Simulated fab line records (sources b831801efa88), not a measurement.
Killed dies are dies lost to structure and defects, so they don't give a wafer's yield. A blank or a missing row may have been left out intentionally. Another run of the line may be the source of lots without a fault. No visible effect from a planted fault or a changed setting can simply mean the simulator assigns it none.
The tool behind it: which one? || flow sky130 || Sampling: 11 lots, 33 wafers, 5 of 708 route steps

## WHAT EACH GAUGE READ, for each wafer
No reading from a measuring or inspecting step in the record can be judged against a usual standard deviation.

## TOOL THAT RAN EACH LOT (tool first, then ch and the chambers of the sampled wafers, then the start)
{"lot": "L927", "SKY_VIA2_ETCH_15": "rieDiel-01 ch 1,2,3, day 37 00:25", "SKY_METAL3_SPUTTER_02": "pvdSputter-04, day 37 01:49", "SKY_METAL3_ETCH_16": "rieMetal-01 ch 0,1, day 39 05:14", "SKY_METAL3_STRIP_19": "plasmaAsher-04 ch 0,1, day 39 05:32", "SKY_PAD_OPEN_PROBE_99": "prober-02, day 46 09:23"}
{"lot": "L929", "SKY_VIA2_ETCH_15": "rieDiel-04 ch 2,3, day 37 09:07", "SKY_METAL3_SPUTTER_02": "pvdSputter-02, day 37 10:29", "SKY_METAL3_ETCH_16": "rieMetal-02 ch 0,1, day 39 13:28", "SKY_METAL3_STRIP_19": "plasmaAsher-03 ch 0,1, day 39 13:45", "SKY_PAD_OPEN_PROBE_99": "prober-02, day 46 16:35"}
{"lot": "L931", "SKY_VIA2_ETCH_15": "rieDiel-02 ch 0,1,3, day 38 02:16", "SKY_METAL3_SPUTTER_02": "pvdSputter-02, day 38 03:46", "SKY_METAL3_ETCH_16": "rieMetal-02 ch 0,1, day 40 05:46", "SKY_METAL3_STRIP_19": "plasmaAsher-03 ch 0,1, day 40 06:08", "SKY_PAD_OPEN_PROBE_99": "prober-02, day 47 05:09"}
{"lot": "L933", "SKY_VIA2_ETCH_15": "rieDiel-02 ch 0,2, day 38 09:23", "SKY_METAL3_SPUTTER_02": "pvdSputter-02, day 38 10:46", "SKY_METAL3_ETCH_16": "rieMetal-01 ch 0,1, day 40 13:40", "SKY_METAL3_STRIP_19": "plasmaAsher-04 ch 0,1, day 40 13:58", "SKY_PAD_OPEN_PROBE_99": "prober-02, day 47 13:32"}
{"lot": "L934", "SKY_VIA2_ETCH_15": "rieDiel-02 ch 1,2, day 38 15:04", "SKY_METAL3_SPUTTER_02": "pvdSputter-02, day 38 16:27", "SKY_METAL3_ETCH_16": "rieMetal-02 ch 0,1, day 40 18:25", "SKY_METAL3_STRIP_19": "plasmaAsher-04 ch 0, day 40 18:43", "SKY_PAD_OPEN_PROBE_99": "prober-01, day 47 15:17"}
{"lot": "L935", "SKY_VIA2_ETCH_15": "rieDiel-01 ch 1,2,3, day 38 21:25", "SKY_METAL3_SPUTTER_02": "pvdSputter-04, day 38 22:48", "SKY_METAL3_ETCH_16": "rieMetal-02 ch 0,1, day 41 01:04", "SKY_METAL3_STRIP_19": "plasmaAsher-04 ch 0, day 41 01:21", "SKY_PAD_OPEN_PROBE_99": "prober-02, day 47 22:37"}
{"lot": "L938", "SKY_VIA2_ETCH_15": "rieDiel-02 ch 1,2,3, day 39 18:26", "SKY_METAL3_SPUTTER_02": "pvdSputter-02, day 39 19:57", "SKY_METAL3_ETCH_16": "rieMetal-02 ch 0,1, day 41 22:01", "SKY_METAL3_STRIP_19": "plasmaAsher-03 ch 0,1, day 41 22:18", "SKY_PAD_OPEN_PROBE_99": "prober-01, day 48 15:03"}
{"lot": "L939", "SKY_VIA2_ETCH_15": "rieDiel-04 ch 1,2,3, day 40 06:49", "SKY_METAL3_SPUTTER_02": "pvdSputter-02, day 40 08:14", "SKY_METAL3_ETCH_16": "rieMetal-03 ch 0,1, day 42 09:41", "SKY_METAL3_STRIP_19": "plasmaAsher-03 ch 0,1, day 42 09:59", "SKY_PAD_OPEN_PROBE_99": "prober-02, day 48 23:47"}
{"lot": "L942", "SKY_VIA2_ETCH_15": "rieDiel-02 ch 0,1,2, day 41 07:07", "SKY_METAL3_SPUTTER_02": "pvdSputter-04, day 41 08:51", "SKY_METAL3_ETCH_16": "rieMetal-02 ch 0,1, day 43 08:55", "SKY_METAL3_STRIP_19": "plasmaAsher-01 ch 0,1, day 43 09:12", "SKY_PAD_OPEN_PROBE_99": "prober-01, day 49 18:22"}
{"lot": "L943", "SKY_VIA2_ETCH_15": "rieDiel-01 ch 0,2,3, day 41 10:50", "SKY_METAL3_SPUTTER_02": "pvdSputter-04, day 41 12:28", "SKY_METAL3_ETCH_16": "rieMetal-01 ch 0,1, day 43 12:13", "SKY_METAL3_STRIP_19": "plasmaAsher-03 ch 0,1, day 43 12:31", "SKY_PAD_OPEN_PROBE_99": "prober-02, day 49 19:54"}
{"lot": "L946", "SKY_VIA2_ETCH_15": "rieDiel-01 ch 0,1, day 42 06:13", "SKY_METAL3_SPUTTER_02": "pvdSputter-02, day 42 07:36", "SKY_METAL3_ETCH_16": "rieMetal-01 ch 0,1, day 44 05:47", "SKY_METAL3_STRIP_19": "plasmaAsher-04 ch 0,1, day 44 06:05", "SKY_PAD_OPEN_PROBE_99": "prober-01, day 50 06:58"}
- SKY_VIA2_ETCH_15: etches SiO2 in C4F8/O2/Ar, stops on TiN, target depth 546 nm, time 84 s.
- SKY_METAL3_SPUTTER_02: material AlCu, target thk 735 nm, time 39.1 s.
- SKY_METAL3_ETCH_16: etches BARC in N2/H2, stops on SiO2, time 88.2 s, target depth 60 nm.
- SKY_METAL3_STRIP_19: strips in O2/N2.
- SKY_PAD_OPEN_PROBE_99

## WHAT THE TOOLS THEMSELVES READ (means of the sampled wafers that have a number; where no wafer has one, the mark that the record gives instead)
SKY_VIA2_ETCH_15.
{"lot": "L927", "tool": "rieDiel-01", "oesProductAu (a.u.)": 0.941, "rfFwdPowerW (W)": 1490, "runLengthS (s)": 112.4}
{"lot": "L929", "tool": "rieDiel-04", "oesProductAu (a.u.)": 0.938, "rfFwdPowerW (W)": 1487, "runLengthS (s)": 112.1}
{"lot": "L931", "tool": "rieDiel-02", "oesProductAu (a.u.)": 0.938, "rfFwdPowerW (W)": 1488, "runLengthS (s)": 112.1}
{"lot": "L933", "tool": "rieDiel-02", "oesProductAu (a.u.)": 0.935, "rfFwdPowerW (W)": 1490, "runLengthS (s)": 112.0}
{"lot": "L934", "tool": "rieDiel-02", "oesProductAu (a.u.)": 0.936, "rfFwdPowerW (W)": 1495, "runLengthS (s)": 112.0}
{"lot": "L935", "tool": "rieDiel-01", "oesProductAu (a.u.)": 0.942, "rfFwdPowerW (W)": 1487, "runLengthS (s)": 112.4}
{"lot": "L938", "tool": "rieDiel-02", "oesProductAu (a.u.)": 0.938, "rfFwdPowerW (W)": 1491, "runLengthS (s)": 112.2}
{"lot": "L939", "tool": "rieDiel-04", "oesProductAu (a.u.)": 0.942, "rfFwdPowerW (W)": 1491, "runLengthS (s)": 112.3}
{"lot": "L942", "tool": "rieDiel-02", "oesProductAu (a.u.)": 0.945, "rfFwdPowerW (W)": 1492, "runLengthS (s)": 111.9}
{"lot": "L943", "tool": "rieDiel-01", "oesProductAu (a.u.)": 0.940, "rfFwdPowerW (W)": 1488, "runLengthS (s)": 112.4}
{"lot": "L946", "tool": "rieDiel-01", "oesProductAu (a.u.)": 0.942, "rfFwdPowerW (W)": 1492, "runLengthS (s)": 112.4}

SKY_METAL3_SPUTTER_02.
{"lot": "L927", "tool": "pvdSputter-04", "throttleValvePct (%)": 30.3}
{"lot": "L929", "tool": "pvdSputter-02", "throttleValvePct (%)": 29.8}
{"lot": "L931", "tool": "pvdSputter-02", "throttleValvePct (%)": 29.5}
{"lot": "L933", "tool": "pvdSputter-02", "throttleValvePct (%)": 29.9}
{"lot": "L934", "tool": "pvdSputter-02", "throttleValvePct (%)": 30.1}
{"lot": "L935", "tool": "pvdSputter-04", "throttleValvePct (%)": 29.4}
{"lot": "L938", "tool": "pvdSputter-02", "throttleValvePct (%)": 29.5}
{"lot": "L939", "tool": "pvdSputter-02", "throttleValvePct (%)": 29.6}
{"lot": "L942", "tool": "pvdSputter-04", "throttleValvePct (%)": 29.4}
{"lot": "L943", "tool": "pvdSputter-04", "throttleValvePct (%)": 30.2}
{"lot": "L946", "tool": "pvdSputter-02", "throttleValvePct (%)": 29.4}

SKY_METAL3_ETCH_16.
{"lot": "L927", "tool": "rieMetal-01", "drypumpMotorCurrentA (A)": 5.5, "oesProductAu (a.u.)": 0.628, "rfFwdPowerW (W)": 497.2, "runLengthS (s)": 116.40, "throttleValvePct (%)": 13.204}
{"lot": "L929", "tool": "rieMetal-02", "drypumpMotorCurrentA (A)": 5.6, "oesProductAu (a.u.)": 0.630, "rfFwdPowerW (W)": 496.4, "runLengthS (s)": 116.44, "throttleValvePct (%)": 13.206}
{"lot": "L931", "tool": "rieMetal-02", "drypumpMotorCurrentA (A)": 5.7, "oesProductAu (a.u.)": 0.626, "rfFwdPowerW (W)": 496.8, "runLengthS (s)": 116.28, "throttleValvePct (%)": 13.189}
{"lot": "L933", "tool": "rieMetal-01", "drypumpMotorCurrentA (A)": 5.5, "oesProductAu (a.u.)": 0.626, "rfFwdPowerW (W)": 496.0, "runLengthS (s)": 116.49, "throttleValvePct (%)": 13.210}
{"lot": "L934", "tool": "rieMetal-02", "drypumpMotorCurrentA (A)": 5.7, "oesProductAu (a.u.)": 0.628, "rfFwdPowerW (W)": 498.0, "runLengthS (s)": 116.33, "throttleValvePct (%)": 13.197}
{"lot": "L935", "tool": "rieMetal-02", "drypumpMotorCurrentA (A)": 5.6, "oesProductAu (a.u.)": 0.623, "rfFwdPowerW (W)": 497.6, "runLengthS (s)": 116.72, "throttleValvePct (%)": 13.200}
{"lot": "L938", "tool": "rieMetal-02", "drypumpMotorCurrentA (A)": 5.6, "oesProductAu (a.u.)": 0.673, "rfFwdPowerW (W)": 494.7, "runLengthS (s)": 108.25, "throttleValvePct (%)": 13.203}
{"lot": "L939", "tool": "rieMetal-03", "drypumpMotorCurrentA (A)": 5.4, "oesProductAu (a.u.)": 0.627, "rfFwdPowerW (W)": 497.1, "runLengthS (s)": 116.68, "throttleValvePct (%)": 13.211}
{"lot": "L942", "tool": "rieMetal-02", "drypumpMotorCurrentA (A)": 5.6, "oesProductAu (a.u.)": 0.677, "rfFwdPowerW (W)": 496.3, "runLengthS (s)": 108.16, "throttleValvePct (%)": 13.216}
{"lot": "L943", "tool": "rieMetal-01", "drypumpMotorCurrentA (A)": 5.5, "oesProductAu (a.u.)": 0.621, "rfFwdPowerW (W)": 497.3, "runLengthS (s)": 116.67, "throttleValvePct (%)": 13.210}
{"lot": "L946", "tool": "rieMetal-01", "drypumpMotorCurrentA (A)": 5.5, "oesProductAu (a.u.)": 0.628, "rfFwdPowerW (W)": 498.0, "runLengthS (s)": 116.59, "throttleValvePct (%)": 13.206}

SKY_METAL3_STRIP_19.
{"lot": "L927", "tool": "plasmaAsher-04", "drypumpMotorCurrentA (A)": 5.61, "o2FlowSccm (sccm)": 3007, "oesProductAu (a.u.)": 0.497, "stripTimeToEndpointS (s)": 6.48}
{"lot": "L929", "tool": "plasmaAsher-03", "drypumpMotorCurrentA (A)": 5.64, "o2FlowSccm (sccm)": 3010, "oesProductAu (a.u.)": 0.508, "stripTimeToEndpointS (s)": 6.61}
{"lot": "L931", "tool": "plasmaAsher-03", "drypumpMotorCurrentA (A)": 5.63, "o2FlowSccm (sccm)": 3004, "oesProductAu (a.u.)": 0.504, "stripTimeToEndpointS (s)": 6.58}
{"lot": "L933", "tool": "plasmaAsher-04", "drypumpMotorCurrentA (A)": 5.51, "o2FlowSccm (sccm)": 3006, "oesProductAu (a.u.)": 0.500, "stripTimeToEndpointS (s)": 6.45}
{"lot": "L934", "tool": "plasmaAsher-04", "drypumpMotorCurrentA (A)": 5.66, "o2FlowSccm (sccm)": 2999, "oesProductAu (a.u.)": 0.503, "stripTimeToEndpointS (s)": 6.55}
{"lot": "L935", "tool": "plasmaAsher-04", "drypumpMotorCurrentA (A)": 5.67, "o2FlowSccm (sccm)": 2992, "oesProductAu (a.u.)": 0.508, "stripTimeToEndpointS (s)": 6.61}
{"lot": "L938", "tool": "plasmaAsher-03", "drypumpMotorCurrentA (A)": 5.67, "o2FlowSccm (sccm)": 3001, "oesProductAu (a.u.)": 0.501, "stripTimeToEndpointS (s)": 6.52}
{"lot": "L939", "tool": "plasmaAsher-03", "drypumpMotorCurrentA (A)": 5.69, "o2FlowSccm (sccm)": 2994, "oesProductAu (a.u.)": 0.507, "stripTimeToEndpointS (s)": 6.67}
{"lot": "L942", "tool": "plasmaAsher-01", "drypumpMotorCurrentA (A)": 5.77, "o2FlowSccm (sccm)": 2994, "oesProductAu (a.u.)": 0.509, "stripTimeToEndpointS (s)": 6.71}
{"lot": "L943", "tool": "plasmaAsher-03", "drypumpMotorCurrentA (A)": 5.67, "o2FlowSccm (sccm)": 3002, "oesProductAu (a.u.)": 0.496, "stripTimeToEndpointS (s)": 6.39}
{"lot": "L946", "tool": "plasmaAsher-04", "drypumpMotorCurrentA (A)": 5.51, "o2FlowSccm (sccm)": 2996, "oesProductAu (a.u.)": 0.502, "stripTimeToEndpointS (s)": 6.50}

SKY_PAD_OPEN_PROBE_99.
{"lot": "L927", "tool": "prober-02", "defectLimitedYield (%)": 83.0, "killed_at_M0_to_M3": 46, "killed_at_M4_up": 2.3, "killedAtContacts": 22, "killedAtFrontEnd": 14, "killedAtOther": 0.0, "killedDies": 84, "killedOpen": 46, "killedShort": 38, "sort_bin_3_pad_short (%)": 0.7, "sort_bin_5_function (%)": 10.5, "sort_bin_6_memory (%)": 5.8, "sortNPass": 408, "sortYieldPct (%)": 83.0}
{"lot": "L929", "tool": "prober-02", "defectLimitedYield (%)": 81.4, "killed_at_M0_to_M3": 47, "killed_at_M4_up": 1.7, "killedAtContacts": 26, "killedAtFrontEnd": 17, "killedAtOther": 0.0, "killedDies": 91, "killedOpen": 48, "killedShort": 43, "sort_bin_3_pad_short (%)": 1.1, "sort_bin_5_function (%)": 11.7, "sort_bin_6_memory (%)": 5.8, "sortNPass": 401, "sortYieldPct (%)": 81.4}
{"lot": "L931", "tool": "prober-02", "defectLimitedYield (%)": 80.9, "killed_at_M0_to_M3": 47, "killed_at_M4_up": 4.3, "killedAtContacts": 24, "killedAtFrontEnd": 18, "killedAtOther": 0.7, "killedDies": 94, "killedOpen": 46, "killedShort": 47, "sort_bin_3_pad_short (%)": 0.8, "sort_bin_5_function (%)": 11.5, "sort_bin_6_memory (%)": 6.8, "sortNPass": 398, "sortYieldPct (%)": 80.9}
{"lot": "L933", "tool": "prober-02", "defectLimitedYield (%)": 82.2, "killed_at_M0_to_M3": 44, "killed_at_M4_up": 3.7, "killedAtContacts": 22, "killedAtFrontEnd": 18, "killedAtOther": 0.3, "killedDies": 88, "killedOpen": 46, "killedShort": 41, "sort_bin_3_pad_short (%)": 1.0, "sort_bin_5_function (%)": 10.6, "sort_bin_6_memory (%)": 6.2, "sortNPass": 404, "sortYieldPct (%)": 82.2}
{"lot": "L934", "tool": "prober-01", "defectLimitedYield (%)": 83.4, "killed_at_M0_to_M3": 45, "killed_at_M4_up": 3.0, "killedAtContacts": 22, "killedAtFrontEnd": 12, "killedAtOther": 0.3, "killedDies": 82, "killedOpen": 51, "killedShort": 30, "sort_bin_3_pad_short (%)": 0.6, "sort_bin_5_function (%)": 8.9, "sort_bin_6_memory (%)": 7.1, "sortNPass": 410, "sortYieldPct (%)": 83.4}
{"lot": "L935", "tool": "prober-02", "defectLimitedYield (%)": 84.5, "killed_at_M0_to_M3": 38, "killed_at_M4_up": 4.3, "killedAtContacts": 21, "killedAtFrontEnd": 13, "killedAtOther": 0.3, "killedDies": 76, "killedOpen": 41, "killedShort": 35, "sort_bin_3_pad_short (%)": 0.9, "sort_bin_5_function (%)": 8.9, "sort_bin_6_memory (%)": 5.7, "sortNPass": 416, "sortYieldPct (%)": 84.5}
{"lot": "L938", "tool": "prober-01", "defectLimitedYield (%)": 83.3, "killed_at_M0_to_M3": 40, "killed_at_M4_up": 3.7, "killedAtContacts": 25, "killedAtFrontEnd": 14, "killedAtOther": 0.0, "killedDies": 82, "killedOpen": 48, "killedShort": 34, "sort_bin_3_pad_short (%)": 0.7, "sort_bin_5_function (%)": 9.9, "sort_bin_6_memory (%)": 6.0, "sortNPass": 410, "sortYieldPct (%)": 83.3}
{"lot": "L939", "tool": "prober-02", "defectLimitedYield (%)": 79.3, "killed_at_M0_to_M3": 49, "killed_at_M4_up": 2.3, "killedAtContacts": 25, "killedAtFrontEnd": 25, "killedAtOther": 0.0, "killedDies": 102, "killedOpen": 55, "killedShort": 46, "sort_bin_3_pad_short (%)": 0.9, "sort_bin_5_function (%)": 11.2, "sort_bin_6_memory (%)": 8.5, "sortNPass": 390, "sortYieldPct (%)": 79.3}
{"lot": "L942", "tool": "prober-01", "defectLimitedYield (%)": 82.4, "killed_at_M0_to_M3": 43, "killed_at_M4_up": 3.7, "killedAtContacts": 25, "killedAtFrontEnd": 14, "killedAtOther": 0.3, "killedDies": 86, "killedOpen": 51, "killedShort": 34, "sort_bin_3_pad_short (%)": 0.9, "sort_bin_5_function (%)": 10.3, "sort_bin_6_memory (%)": 6.4, "sortNPass": 406, "sortYieldPct (%)": 82.4}
{"lot": "L943", "tool": "prober-02", "defectLimitedYield (%)": 81.6, "killed_at_M0_to_M3": 41, "killed_at_M4_up": 3.7, "killedAtContacts": 30, "killedAtFrontEnd": 16, "killedAtOther": 0.0, "killedDies": 90, "killedOpen": 50, "killedShort": 40, "sort_bin_3_pad_short (%)": 1.3, "sort_bin_5_function (%)": 9.8, "sort_bin_6_memory (%)": 7.2, "sortNPass": 402, "sortYieldPct (%)": 81.6}
{"lot": "L946", "tool": "prober-01", "defectLimitedYield (%)": 80.4, "killed_at_M0_to_M3": 53, "killed_at_M4_up": 2.3, "killedAtContacts": 26, "killedAtFrontEnd": 15, "killedAtOther": 0.3, "killedDies": 96, "killedOpen": 54, "killedShort": 43, "sort_bin_3_pad_short (%)": 1.1, "sort_bin_5_function (%)": 10.9, "sort_bin_6_memory (%)": 7.5, "sortNPass": 396, "sortYieldPct (%)": 80.4}

## THE ANSWER, worked out from the rows above alone
Rule: usual is defined by the lots themselves. Put in order of their means at a reading, lots are off if they are a third of the lots or fewer, leave a main group of 4 or more, and stand apart from it by a gap of 3 or more times the standard deviation of the main group's means; of several such gaps the widest counts. If all means in a main group match to the digits the tables above print for the reading, that group is not used. A lot without any number at a reading at which 4 lots or more have one is off too. Any other lot the step has rows for is counted as sound. The gauges are gone through in route order, then the tools' own readings, and for those a lot's mean is taken as printed above. At the first step where some lot is off, the reading lying furthest off is the one used; lots without a number count as furthest.
Off, at SKY_METAL3_ETCH_16 on runLengthS: L938, L942. The main group has a mean of 116.51 s with a standard deviation of 0.15.
If a tool, at that step or one of the process steps before it, ran each lot that is off and ran no sound lot following the first of them, it fits. This does not decide it: 2 tools fit, namely rieDiel-02 at SKY_VIA2_ETCH_15 and rieMetal-02 at SKY_METAL3_ETCH_16.

## WHAT THE SIMULATOR HAD INSERTED
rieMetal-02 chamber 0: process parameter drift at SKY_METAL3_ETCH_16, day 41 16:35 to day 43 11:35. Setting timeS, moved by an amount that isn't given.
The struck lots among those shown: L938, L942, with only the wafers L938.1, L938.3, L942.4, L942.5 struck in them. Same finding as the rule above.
